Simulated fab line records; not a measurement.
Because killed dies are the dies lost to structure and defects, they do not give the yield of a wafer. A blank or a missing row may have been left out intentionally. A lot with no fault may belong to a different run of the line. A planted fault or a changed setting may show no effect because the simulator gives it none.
fab line records	flow sky130
[record] lots = 5	wafers = 15	lastDay = 50
route steps=708 shown VT_ADJUST_LVTN@104 VT_ADJUST_NCORE@119 VT_ADJUST_HVTR@131 VT_ADJUST_PCH@143 PAD_OPEN@708
lots that met no fault: taken from a fault-free run of the same line
startH: hours from the record's opening day to when the first of the lot's shown wafers began	waitH: time in hours since the lot's previous step	" identical to the entry in the row above	L1.1+2: a row that stands for several wafers	- no value, or no start was given	* or withheld: withheld	< > ~ a bound
route shown NAME@n: names a module that has steps shown in the file, with the first one's number in the route	usual: mean and standard deviation over wafers with no fault	same: alike in all rows	chamber/n: place in a boat	sites: readings site by site	_std_site: the values' standard deviation	_edge_site: mean of outer sites minus mean of inner sites	radiusMm: for every site, how far away it sits from the centre of the wafer	mask NAME#n: copy n	behind: the most recent tool/chamber to have shaped the wafer	hold: the reason the lot was held/the length of the hold in hours/how it ended	device: names the non-switching transistor (n, p or np)	end of line: tests run on the same wafers once the route is complete	step lacking rows: just its recipe	killed: not the wafer's yield, but the dies lost to structure and defects at the first sort	map: per-die view of a wafer (x killed, . not killed, _ where there is no die)
set.NAME: the setting the step ran with; set.NAME@STEP: the setting that earlier step ran with	model.NAME: the simulator's own value behind a step, which no gauge read
lots at some steps of the route; a table a step, a row a wafer
services: when a tool's chamber went out of use (startH, in hours from the record's first day, below 0 if earlier), for how many hours, and the reason
[[steps]]
[step SKY_VT_ADJUST_LVTN_OVL_MEAS_07]
[usual] VT_ADJUST_LVTN_OVL = 0.6/1.4
lot.wafer	tool	chamber	startH	waitH	VT_ADJUST_LVTN_OVL[nm]
L747.3	overlay-02	-	143.20	-	-0.8
L747.5	"	-	"	"	0.9
L747.6	"	-	"	"	0.6
L749.2	overlay-01	-	160.41	-	0.7
L749.3	"	-	"	"	-0.9
L749.5	"	-	"	"	0.3
L755.1	overlay-01	-	197.87	-	-0.2
L755.4	"	-	"	"	-1.0
L755.6	"	-	"	"	0.3
L762.4	overlay-01	-	245.32	-	1.8
L762.5	"	-	"	"	0.8
L762.6	"	-	"	"	-0.2
L768.4	overlay-01	-	286.46	-	-2.1
L768.5	"	-	"	"	-0.9
L768.6	"	-	"	"	-0.1
[step SKY_VT_ADJUST_LVTN_IMPLANT_08]
[recipe] species = B	energyKev = 30	doseCm2 = 1.57e+12	tiltDeg = withheld
[step SKY_VT_ADJUST_LVTN_STRIP_09]
[recipe] chemistry = O2/N2	powerW = 1400	pressureMtorr = 1500	platenTempC = withheld	o2FlowSccm = 3000	n2FlowSccm = 300	overashFraction = 0.5
[usual] drypumpMotorCurrentA = 5.8/0.55	oesProductAu = 0.723/0.0046	stripTimeToEndpointS = 36.89/0.12
lot.wafer	tool	chamber	startH	waitH	drypumpMotorCurrentA	oesProductAu	rfHoursCounterH	stripTimeToEndpointS
L747.3	plasmaAsher-01	1	143.41	0.1	6.1	0.725	-	36.98
L747.5	"	0	"	"	6.6	0.723	-	36.95
L747.6	"	1	"	"	6.1	0.719	-	36.99
L749.2	plasmaAsher-03	0	160.59	0.1	4.9	0.724	46	36.79
L749.3	"	0	"	"	4.9	0.729	-	36.77
L749.5	"	0	"	"	4.9	0.716	-	36.83
L755.1	plasmaAsher-03	0	198.06	0.1	4.9	0.719	50	36.81
L755.4	"	0	"	"	4.9	0.719	-	36.91
L755.6	"	0	"	"	4.9	0.728	-	36.80
L762.4	plasmaAsher-01	0	245.52	0.1	6.6	0.721	-	36.94
L762.5	"	0	"	"	6.6	0.721	-	36.95
L762.6	"	1	"	"	6.1	0.726	-	37.05
L768.4	plasmaAsher-01	1	286.66	0.1	6.1	0.727	-	36.93
L768.5	"	1	"	"	6.1	0.718	-	36.89
L768.6	"	0	"	"	6.6	0.725	-	36.84
[step SKY_VT_ADJUST_LVTN_TW_MEAS_10]
[usual] VT_ADJUST_LVTN_TW = 242.9/1.6
lot.wafer	tool	chamber	startH	waitH	VT_ADJUST_LVTN_TW
L747.3	filmMetro-04	-	143.50	0.1	240.3
L747.5	"	-	"	"	241.6
L747.6	"	-	"	"	241.4
L749.2	filmMetro-03	-	160.70	0.1	244.1
L749.3	"	-	"	"	243.9
L749.5	"	-	"	"	244.0
L755.1	filmMetro-01	-	198.16	0.1	242.5
L755.4	"	-	"	"	242.6
L755.6	"	-	"	"	241.0
L762.4	filmMetro-04	-	245.62	0.1	242.2
L762.5	"	-	"	"	244.4
L762.6	"	-	"	"	243.4
L768.4	filmMetro-01	-	286.76	0.1	241.6
L768.5	"	-	"	"	243.3
L768.6	"	-	"	"	242.4
[step SKY_VT_ADJUST_LVTN_DEHYDRATE_11]
[recipe] tempC = 200	timeS = 60
[step SKY_VT_ADJUST_LVTN_HMDS_12]
[recipe] primeTimeS = 60	primeTempC = 120
[step SKY_VT_ADJUST_LVTN_COAT_13]
[recipe] resist = NOVOLAK	spinRpm = 3000	resistThkNm = 1140
[step SKY_VT_ADJUST_LVTN_SOFTBAKE_14]
[recipe] tempC = 90	timeS = 60	resist = NOVOLAK
[step SKY_VT_ADJUST_LVTN_EXPOSE_15]
[recipe] maskId = HVN_STD_DERIVED	na = 0.6	sourceShape = conventional	sigmaOuter = 0.6	polarization = unpolarized	targetCdNm = 600	doseMj = 163
[step SKY_VT_ADJUST_LVTN_PEB_16]
[recipe] tempC = withheld	timeS = *	resist = NOVOLAK
[step SKY_VT_ADJUST_LVTN_DEVELOP_17]
[recipe] resist = NOVOLAK	developer = TMAH	developTimeS = 60	devTempC = 23
[step SKY_VT_ADJUST_LVTN_OVL_MEAS_18]
[usual] VT_ADJUST_LVTN_01_OVL = -0.4/1.3
lot.wafer	tool	chamber	startH	waitH	VT_ADJUST_LVTN_01_OVL[nm]
L747.3	overlay-01	-	163.11	0.1	-0.7
L747.5	"	-	"	"	-0.7
L747.6	"	-	"	"	0.9
L749.2	overlay-01	-	180.70	0.1	-2.4
L749.3	"	-	"	"	0.1
L749.5	"	-	"	"	-0.4
L755.1	overlay-01	-	219.40	0.1	1.4
L755.4	"	-	"	"	0.3
L755.6	"	-	"	"	-0.8
L762.4	overlay-01	-	269.81	0.1	1.2
L762.5	"	-	"	"	1.5
L762.6	"	-	"	"	1.5
L768.4	overlay-02	-	312.59	0.1	-0.4
L768.5	"	-	"	"	-1.0
L768.6	"	-	"	"	-2.4
[step SKY_VT_ADJUST_LVTN_IMPLANT_19]
[recipe] species = B	energyKev = 30	doseCm2 = 6.5e+11	tiltDeg = withheld
[usual] endStationPressureTorr = 4.99e-06/2.7e-07
lot.wafer	tool	chamber	startH	waitH	endStationPressureTorr
L747.3	implanter-03	0	163.19	0.1	4.84e-06
L747.5	"	0	"	"	5.11e-06
L747.6	"	0	"	"	5.32e-06
L749.2	implanter-01	0	180.75	0.0	4.69e-06
L749.3	"	0	"	"	4.84e-06
L749.5	"	0	"	"	5.28e-06
L755.1	implanter-04	0	219.44	0.0	5.39e-06
L755.4	"	0	"	"	5.63e-06
L755.6	"	0	"	"	5.01e-06
L762.4	implanter-01	0	269.90	0.1	5.31e-06
L762.5	"	0	"	"	5.1e-06
L762.6	"	0	"	"	5.09e-06
L768.4	implanter-04	0	312.68	0.1	4.8e-06
L768.5	"	0	"	"	5.13e-06
L768.6	"	0	"	"	4.7e-06
[step SKY_VT_ADJUST_LVTN_STRIP_20]
[recipe] chemistry = O2/N2	powerW = 1400	pressureMtorr = 1500	platenTempC = withheld	o2FlowSccm = 3000	n2FlowSccm = 300	overashFraction = 0.5
[usual] drypumpMotorCurrentA = 6.0/0.47	oesProductAu = 0.716/0.0044	stripTimeToEndpointS = 14.16/0.036
lot.wafer	tool	chamber	startH	waitH	drypumpMotorCurrentA	oesProductAu	rfHoursCounterH	stripTimeToEndpointS
L747.3	plasmaAsher-02	0	163.32	0.1	6.1	0.718	-	14.17
L747.5	"	1	"	"	5.8	0.718	-	14.15
L747.6	"	0	"	"	6.1	0.717	-	14.19
L749.2	plasmaAsher-01	0	180.88	0.1	6.6	0.717	39	14.18
L749.3	"	0	"	"	6.6	0.719	-	14.15
L749.5	"	1	"	"	6.0	0.717	-	14.19
L755.1	plasmaAsher-03	0	219.59	0.1	4.9	0.717	52	14.17
L755.4	"	0	"	"	4.9	0.715	-	14.21
L755.6	"	1	"	"	5.8	0.723	-	14.17
L762.4	plasmaAsher-02	0	270.01	0.1	6.1	0.716	-	14.16
L762.5	"	1	"	"	5.7	0.711	-	14.10
L762.6	"	0	"	"	6.1	0.717	-	14.16
L768.4	plasmaAsher-02	0	312.79	0.1	6.1	0.717	-	14.17
L768.5	"	1	"	"	5.8	0.720	-	14.22
L768.6	"	0	"	"	6.1	0.718	-	14.12
[step SKY_VT_ADJUST_LVTN_TW_MEAS_21]
[usual] VT_ADJUST_LVTN_2_TW = 188.8/0.86
lot.wafer	tool	chamber	startH	waitH	VT_ADJUST_LVTN_2_TW
L747.3	filmMetro-01	-	163.41	0.1	188.0
L747.5	"	-	"	"	189.9
L747.6	"	-	"	"	187.7
L749.2	filmMetro-01	-	180.99	0.1	189.3
L749.3	"	-	"	"	189.9
L749.5	"	-	"	"	189.2
L755.1	filmMetro-03	-	219.69	0.1	186.5
L755.4	"	-	"	"	187.2
L755.6	"	-	"	"	186.3
L762.4	filmMetro-04	-	270.11	0.1	187.4
L762.5	"	-	"	"	188.4
L762.6	"	-	"	"	188.1
L768.4	filmMetro-01	-	312.89	0.1	190.2
L768.5	"	-	"	"	189.8
L768.6	"	-	"	"	189.4
[step SKY_VT_ADJUST_NCORE_DEHYDRATE_00]
[recipe] tempC = 200	timeS = 60
[step SKY_VT_ADJUST_NCORE_HMDS_01]
[recipe] primeTimeS = 60	primeTempC = 120
[step SKY_VT_ADJUST_NCORE_COAT_02]
[recipe] resist = NOVOLAK	spinRpm = 3000	resistThkNm = 1140
[step SKY_VT_ADJUST_NCORE_SOFTBAKE_03]
[recipe] tempC = 90	timeS = 60	resist = NOVOLAK
[step SKY_VT_ADJUST_NCORE_EXPOSE_04]
[recipe] maskId = LVTN_COMPLEMENT_THIN	na = 0.6	sourceShape = conventional	sigmaOuter = 0.6	polarization = unpolarized	targetCdNm = 380	doseMj = 139
[step SKY_VT_ADJUST_NCORE_PEB_05]
[recipe] tempC = withheld	timeS = *	resist = NOVOLAK
[step SKY_VT_ADJUST_NCORE_DEVELOP_06]
[recipe] resist = NOVOLAK	developer = TMAH	developTimeS = 60	devTempC = 23
[step SKY_VT_ADJUST_NCORE_CD_MEAS_07]
[recipe] targetCdNm = 380
[usual] cdNm = 380.2/2.6
lot.wafer	tool	chamber	startH	waitH	cdNm
L747.3	cdSem-02	-	183.99	0.1	376.3
L747.5	"	-	"	"	381.8
L747.6	"	-	"	"	381.2
L749.2	cdSem-01	-	202.26	0.1	377.8
L749.3	"	-	"	"	376.6
L749.5	"	-	"	"	377.5
L755.1	cdSem-01	-	242.79	0.1	379.8
L755.4	"	-	"	"	380.0
L755.6	"	-	"	"	379.0
L762.4	cdSem-01	-	294.71	0.1	379.3
L762.5	"	-	"	"	381.0
L762.6	"	-	"	"	381.0
L768.4	cdSem-01	-	339.05	0.1	382.9
L768.5	"	-	"	"	381.7
L768.6	"	-	"	"	379.2
[step SKY_VT_ADJUST_NCORE_OVL_MEAS_08]
[usual] VT_ADJUST_NCORE_OVL = -0.6/1.2
lot.wafer	tool	chamber	startH	waitH	VT_ADJUST_NCORE_OVL[nm]
L747.3	overlay-02	-	184.08	0.1	-0.9
L747.5	"	-	"	"	-0.2
L747.6	"	-	"	"	-2.0
L749.2	overlay-02	-	202.37	0.1	-2.0
L749.3	"	-	"	"	-3.8
L749.5	"	-	"	"	-2.0
L755.1	overlay-02	-	242.91	0.1	0.3
L755.4	"	-	"	"	1.2
L755.6	"	-	"	"	0.7
L762.4	overlay-02	-	294.79	0.1	0.0
L762.5	"	-	"	"	-0.7
L762.6	"	-	"	"	0.2
L768.4	overlay-02	-	339.13	0.1	1.3
L768.5	"	-	"	"	2.3
L768.6	"	-	"	"	-0.8
[step SKY_VT_ADJUST_NCORE_IMPLANT_09]
[recipe] species = B	energyKev = 10	doseCm2 = 2.4e+12	tiltDeg = withheld
[step SKY_VT_ADJUST_NCORE_STRIP_10]
[recipe] chemistry = O2/N2	powerW = 1400	pressureMtorr = 1500	platenTempC = withheld	o2FlowSccm = 3000	n2FlowSccm = 300	overashFraction = 0.5
[usual] drypumpMotorCurrentA = 5.6/0.39	oesProductAu = 0.716/0.005	stripTimeToEndpointS = 14.17/0.045
lot.wafer	tool	chamber	startH	waitH	drypumpMotorCurrentA	oesProductAu	rfHoursCounterH	stripTimeToEndpointS
L747.3	plasmaAsher-04	1	184.28	0.1	5.8	0.707	-	14.23
L747.5	"	1	"	"	5.8	0.713	-	14.24
L747.6	"	0	"	"	5.4	0.706	-	14.19
L749.2	plasmaAsher-04	1	202.55	0.1	5.8	0.724	8	14.25
L749.3	"	0	"	"	5.4	0.726	-	14.22
L749.5	"	1	"	"	5.8	0.704	-	14.21
L755.1	plasmaAsher-03	0	243.10	0.1	4.9	0.722	54	14.19
L755.4	"	0	"	"	4.9	0.717	-	14.19
L755.6	"	1	"	"	5.7	0.721	-	14.20
L762.4	plasmaAsher-03	1	294.99	0.1	5.8	0.705	-	14.16
L762.5	"	1	"	"	5.7	0.719	-	14.09
L762.6	"	0	"	"	4.9	0.722	-	14.11
L768.4	plasmaAsher-03	0	339.33	0.1	4.9	0.722	-	14.16
L768.5	"	0	"	"	4.9	0.710	-	14.20
L768.6	"	1	"	"	5.7	0.718	-	14.19
[step SKY_VT_ADJUST_NCORE_TW_MEAS_11]
[usual] VT_ADJUST_NCORE_TW = 220.0/1.3
lot.wafer	tool	chamber	startH	waitH	VT_ADJUST_NCORE_TW
L747.3	filmMetro-04	-	184.37	0.1	218.7
L747.5	"	-	"	"	218.9
L747.6	"	-	"	"	220.7
L749.2	filmMetro-02	-	202.66	0.1	221.5
L749.3	"	-	"	"	221.7
L749.5	"	-	"	"	222.6
L755.1	filmMetro-03	-	243.20	0.1	217.6
L755.4	"	-	"	"	218.9
L755.6	"	-	"	"	218.9
L762.4	filmMetro-03	-	295.09	0.1	220.2
L762.5	"	-	"	"	220.5
L762.6	"	-	"	"	219.2
L768.4	filmMetro-04	-	339.43	0.1	217.5
L768.5	"	-	"	"	217.2
L768.6	"	-	"	"	218.3
[step SKY_VT_ADJUST_HVTR_DEHYDRATE_00]
[recipe] tempC = 200	timeS = 60
[step SKY_VT_ADJUST_HVTR_HMDS_01]
[recipe] primeTimeS = 60	primeTempC = 120
[step SKY_VT_ADJUST_HVTR_COAT_02]
[recipe] resist = NOVOLAK	spinRpm = 3000	resistThkNm = 1140
[step SKY_VT_ADJUST_HVTR_SOFTBAKE_03]
[recipe] tempC = 90	timeS = 60	resist = NOVOLAK
[step SKY_VT_ADJUST_HVTR_EXPOSE_04]
[recipe] maskId = HVTRM	targetCdNm = 380	na = 0.6	sourceShape = conventional	sigmaOuter = 0.6	doseMj = 150
[step SKY_VT_ADJUST_HVTR_PEB_05]
[recipe] tempC = withheld	timeS = *	resist = NOVOLAK
[step SKY_VT_ADJUST_HVTR_DEVELOP_06]
[recipe] developTimeS = 60	devTempC = 23
[step SKY_VT_ADJUST_HVTR_CD_MEAS_07]
[recipe] targetCdNm = 380
[usual] cdNm = 380.4/2
lot.wafer	tool	chamber	startH	waitH	cdNm
L747.3	cdSem-01	-	205.04	0.1	379.5
L747.5	"	-	"	"	379.9
L747.6	"	-	"	"	377.9
L749.2	cdSem-01	-	224.52	0.1	383.2
L749.3	"	-	"	"	381.7
L749.5	"	-	"	"	380.2
L755.1	cdSem-02	-	267.11	0.2	380.2
L755.4	"	-	"	"	381.1
L755.6	"	-	"	"	379.8
L762.4	cdSem-01	-	320.80	0.1	382.7
L762.5	"	-	"	"	382.8
L762.6	"	-	"	"	381.7
L768.4	cdSem-02	-	367.81	0.1	384.3
L768.5	"	-	"	"	381.3
L768.6	"	-	"	"	384.1
[step SKY_VT_ADJUST_HVTR_OVL_MEAS_08]
[usual] VT_ADJUST_HVTR_OVL = 1.8/1.7
lot.wafer	tool	chamber	startH	waitH	VT_ADJUST_HVTR_OVL[nm]
L747.3	overlay-01	-	205.13	0.1	5.0
L747.5	"	-	"	"	5.2
L747.6	"	-	"	"	3.6
L749.2	overlay-01	-	224.62	0.1	3.7
L749.3	"	-	"	"	3.9
L749.5	"	-	"	"	6.1
L755.1	overlay-01	-	267.23	0.1	3.7
L755.4	"	-	"	"	3.8
L755.6	"	-	"	"	4.8
L762.4	overlay-01	-	320.88	0.1	1.9
L762.5	"	-	"	"	0.0
L762.6	"	-	"	"	-1.8
L768.4	overlay-01	-	367.89	0.1	3.6
L768.5	"	-	"	"	4.0
L768.6	"	-	"	"	3.8
[step SKY_VT_ADJUST_HVTR_IMPLANT_09]
[recipe] species = B	energyKev = 10	doseCm2 = 2.1e+12	tiltDeg = withheld
[step SKY_VT_ADJUST_HVTR_STRIP_10]
[recipe] chemistry = O2/N2	powerW = 1400	pressureMtorr = 1500	platenTempC = withheld	o2FlowSccm = 3000	n2FlowSccm = 300	overashFraction = 0.5
[usual] drypumpMotorCurrentA = 5.8/0.53	oesProductAu = 0.716/0.005	stripTimeToEndpointS = 14.17/0.038
lot.wafer	tool	chamber	startH	waitH	drypumpMotorCurrentA	oesProductAu	rfHoursCounterH	stripTimeToEndpointS
L747.3	plasmaAsher-03	0	205.33	0.1	4.9	0.715	-	14.11
L747.5	"	1	"	"	5.8	0.717	-	14.15
L747.6	"	0	"	"	4.9	0.711	-	14.17
L749.2	plasmaAsher-04	1	224.80	0.1	5.8	0.707	10	14.14
L749.3	"	1	"	"	5.8	0.725	-	14.09
L749.5	"	0	"	"	5.4	0.718	-	14.12
L755.1	plasmaAsher-03	0	267.42	0.1	4.9	0.711	56	14.24
L755.4	"	1	"	"	5.7	0.719	-	14.17
L755.6	"	0	"	"	4.9	0.717	-	14.24
L762.4	plasmaAsher-04	1	321.08	0.1	5.8	0.711	-	14.15
L762.5	"	0	"	"	5.4	0.711	-	14.24
L762.6	"	1	"	"	5.8	0.715	-	14.20
L768.4	plasmaAsher-04	1	368.09	0.1	5.8	0.711	-	14.12
L768.5	"	1	"	"	5.8	0.714	-	14.14
L768.6	"	0	"	"	5.4	0.708	-	14.12
[step SKY_VT_ADJUST_HVTR_TW_MEAS_11]
[usual] VT_ADJUST_HVTR_TW = 211.9/1.1
lot.wafer	tool	chamber	startH	waitH	VT_ADJUST_HVTR_TW
L747.3	filmMetro-03	-	205.42	0.1	209.9
L747.5	"	-	"	"	209.1
L747.6	"	-	"	"	209.8
L749.2	filmMetro-02	-	224.91	0.1	213.7
L749.3	"	-	"	"	213.2
L749.5	"	-	"	"	211.3
L755.1	filmMetro-01	-	267.52	0.1	212.5
L755.4	"	-	"	"	212.9
L755.6	"	-	"	"	212.5
L762.4	filmMetro-03	-	321.18	0.1	214.6
L762.5	"	-	"	"	213.8
L762.6	"	-	"	"	214.1
L768.4	filmMetro-03	-	368.19	0.1	211.9
L768.5	"	-	"	"	212.0
L768.6	"	-	"	"	211.5
[step SKY_VT_ADJUST_PCH_DEHYDRATE_00]
[recipe] tempC = 200	timeS = 60
[step SKY_VT_ADJUST_PCH_HMDS_01]
[recipe] primeTimeS = 60	primeTempC = 120
[step SKY_VT_ADJUST_PCH_COAT_02]
[recipe] spinRpm = 2000	resistThkNm = 3000
[step SKY_PAD_OPEN_PROBE_99]
[usual] killed_at_M0_to_M3 = 43/6.5	killed_at_M4_up = 3.2/1.8	killedAtContacts = 24/5.2	killedAtFrontEnd = 15/4	killedAtOther = 0.4/0.69	killedDies = 86/8.7	killedOpen = 47/7	killedShort = 39/5.7
[same] grossDies = 492	killedAtBackSide = 0
lot.wafer	tool	chamber	startH	waitH	killed_at_M0_to_M3	killed_at_M4_up	killedAtContacts	killedAtFrontEnd	killedAtOther	killedDies	killedOpen	killedShort	model.etest.nfetG5v0d10v5.vtVRange
L747.3	prober-01	-	1077.96	0.2	46	3	24	17	0	90	43	46	0.01227
L747.5	prober-01	-	1078.06	0.2	37	5	25	14	0	81	48	32	0.01569
L747.6	prober-01	-	1078.11	0.2	44	2	22	13	0	81	40	40	0.01122
L749.2	prober-01	-	1093.17	0.1	41	3	29	20	0	93	42	48	0.01268
L749.3	prober-01	-	1093.22	0.2	39	2	20	16	0	77	35	41	0.01208
L749.5	prober-01	-	1093.32	0.2	42	2	24	23	0	91	48	43	0.01065
L755.1	prober-01	-	1130.43	0.1	63	7	19	14	0	103	59	44	0.02469
L755.4	prober-01	-	1130.58	0.2	43	3	23	17	0	86	48	38	0.02659
L755.6	prober-01	-	1130.68	0.2	47	2	27	13	1	90	49	41	0.01968
L762.4	prober-02	-	1167.36	0.2	46	5	23	13	0	87	49	38	0.009384
L762.5	prober-02	-	1167.41	0.2	38	2	21	11	1	73	38	35	0.01902
L762.6	prober-02	-	1167.46	0.2	55	1	15	12	0	83	48	35	0.01061
L768.4	prober-02	-	1196.72	0.2	45	5	23	16	1	90	51	37	0.009143
L768.5	prober-02	-	1196.77	0.2	45	5	28	15	2	95	59	35	0.01939
L768.6	prober-02	-	1196.82	0.2	49	5	18	20	1	93	56	34	0.01842
// killed by level:class
L747.3 CONTACT:geometricParticle:open=10 VIA1:geometricParticle:open=8 VIA1:geometricParticle:short=7 METAL2:geometricParticle:short=6 VIA2:geometricParticle:short=6 VIA3:geometricParticle:open=6 FIELD_ISO:geometricParticle:open=5 POLY_GATE:geometricParticle:short=5
L747.5 VIA2:geometricParticle:open=9 LI_CONTACT:geometricParticle:open=8 CONTACT:geometricParticle:open=8 FIELD_ISO:geometricParticle:open=6 VIA1:geometricParticle:open=6 VIA3:geometricParticle:open=5 FIELD_ISO:geometricParticle:short=4 CONTACT:geometricParticle:short=4
L747.6 VIA1:geometricParticle:open=8 CONTACT:geometricParticle:open=7 METAL2:geometricParticle:short=7 VIA2:geometricParticle:short=7 LI_CONTACT:geometricParticle:open=6 CONTACT:geometricParticle:short=4 METAL1:geometricParticle:short=4 VIA2:geometricParticle:open=4
L749.2 LOCAL_INTERCONNECT:geometricParticle:short=8 VIA1:geometricParticle:open=8 POLY_GATE:geometricParticle:short=7 CONTACT:geometricParticle:open=7 METAL1:geometricParticle:short=7 VIA2:geometricParticle:open=6 LI_CONTACT:geometricParticle:open=5 FIELD_ISO:geometricParticle:open=4
L749.3 VIA1:geometricParticle:open=10 LI_CONTACT:geometricParticle:open=7 METAL1:geometricParticle:short=7 FIELD_ISO:geometricParticle:short=5 LOCAL_INTERCONNECT:geometricParticle:short=5 POLY_GATE:geometricParticle:short=4 VIA1:geometricParticle:short=4 VIA2:geometricParticle:open=4
L749.5 FIELD_ISO:geometricParticle:open=11 METAL2:geometricParticle:short=8 VIA1:geometricParticle:open=8 VIA3:geometricParticle:open=7 CONTACT:geometricParticle:short=6 POLY_GATE:geometricParticle:short=5 LI_CONTACT:geometricParticle:open=5 CONTACT:geometricParticle:open=5
L755.1 VIA1:geometricParticle:open=19 VIA2:geometricParticle:open=10 VIA3:geometricParticle:open=6 VIA1:geometricParticle:short=6 METAL2:geometricParticle:short=6 FIELD_ISO:geometricParticle:open=4 POLY_GATE:geometricParticle:short=4 METAL4:geometricParticle:short=4
L755.4 VIA2:geometricParticle:open=9 CONTACT:geometricParticle:open=8 VIA1:geometricParticle:short=7 VIA1:geometricParticle:open=7 VIA3:geometricParticle:open=6 LI_CONTACT:geometricParticle:open=5 FIELD_ISO:geometricParticle:open=4 POLY_GATE:geometricParticle:open=4
L755.6 LI_CONTACT:geometricParticle:open=12 VIA1:geometricParticle:open=9 VIA3:geometricParticle:open=8 VIA1:geometricParticle:short=7 METAL2:geometricParticle:short=6 CONTACT:geometricParticle:short=6 CONTACT:geometricParticle:open=6 FIELD_ISO:geometricParticle:short=5
L762.4 METAL2:geometricParticle:short=9 VIA2:geometricParticle:open=8 LI_CONTACT:geometricParticle:open=7 VIA1:geometricParticle:open=7 CONTACT:geometricParticle:open=7 VIA2:geometricParticle:short=6 CONTACT:geometricParticle:short=5 FIELD_ISO:geometricParticle:open=4
L762.5 VIA1:geometricParticle:open=9 VIA2:geometricParticle:open=6 LI_CONTACT:geometricParticle:open=5 CONTACT:geometricParticle:short=5 METAL1:geometricParticle:short=5 LI_CONTACT:geometricParticle:short=4 CONTACT:geometricParticle:open=4 METAL2:geometricParticle:short=4
L762.6 VIA1:geometricParticle:open=12 METAL1:geometricParticle:short=9 VIA3:geometricParticle:open=9 VIA2:geometricParticle:open=9 METAL2:geometricParticle:short=4 LI_CONTACT:geometricParticle:open=4 LOCAL_INTERCONNECT:geometricParticle:short=4 CONTACT:geometricParticle:open=4
L768.4 CONTACT:geometricParticle:open=13 VIA1:geometricParticle:open=12 VIA1:geometricParticle:short=9 FIELD_ISO:geometricParticle:open=6 VIA3:geometricParticle:open=6 POLY_GATE:geometricParticle:short=4 CONTACT:geometricParticle:short=4 VIA2:geometricParticle:open=4
L768.5 VIA1:geometricParticle:open=15 VIA3:geometricParticle:open=11 CONTACT:geometricParticle:open=9 POLY_GATE:geometricParticle:open=6 LI_CONTACT:geometricParticle:open=6 CONTACT:geometricParticle:short=6 METAL2:geometricParticle:short=6 FIELD_ISO:geometricParticle:open=4
L768.6 VIA3:geometricParticle:open=13 VIA1:geometricParticle:open=11 VIA2:geometricParticle:open=7 LI_CONTACT:geometricParticle:open=6 CONTACT:geometricParticle:open=6 VIA1:geometricParticle:short=6 FIELD_ISO:geometricParticle:open=5 FIELD_ISO:geometricParticle:short=5
[[services]]
tool	chamber	startH	hours	kind
implanter-04	-	140.96	1.3	repair
implanter-01	-	155.54	2.8	pm
implanter-01	-	167.29	1.4	repair
implanter-01	-	180.88	3.0	pm
implanter-01	-	188.52	3.2	repair
plasmaAsher-01	-	188.90	2.5	repair
implanter-03	-	204.42	4.5	repair
implanter-04	-	226.99	4.1	repair
implanter-03	-	247.90	4.8	pm
implanter-04	-	297.35	3.3	repair
implanter-04	-	302.07	2.6	repair
plasmaAsher-02	-	313.45	2.8	repair
plasmaAsher-02	-	340.03	12.6	pm
implanter-04	-	359.57	9.7	repair
[[key]]
[firstSign] step = SKY_VT_ADJUST_LVTN_TW_MEAS_21	reading = VT_ADJUST_LVTN_2_TW	direction = down	sigmas = 2.4	usual = 188.8	struck = 186.7
effect none on later readings
[modelEffect] step = SKY_PAD_OPEN_PROBE_99	value = etest.nfetG5v0d10v5.vtVRange	without = 0.01297	struck = 0.02365
metAt SKY_VT_ADJUST_LVTN_IMPLANT_19
struckWafers L755.1,L755.4,L755.6
testerLeftOut L755
alsoFits SKY_VT_ADJUST_LVTN_STRIP_09:plasmaAsher-03,SKY_VT_ADJUST_LVTN_STRIP_20:plasmaAsher-03,SKY_VT_ADJUST_HVTR_STRIP_10:plasmaAsher-03
[fault] kind = processParameterDrift	tool = implanter-04	chamber = -	onsetH = 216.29	steps = SKY_VT_ADJUST_LVTN_IMPLANT_19	channel = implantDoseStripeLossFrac	offset = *	shape = step	endH = 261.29
// testerLeftOut: of these lots the tester's yield and bins aren't shown, on N5 and GAA mostly nor the transistor test; their killed dies are dies lost to structure and defects alone, not to doping, threshold or leakage, so they don't give the yield
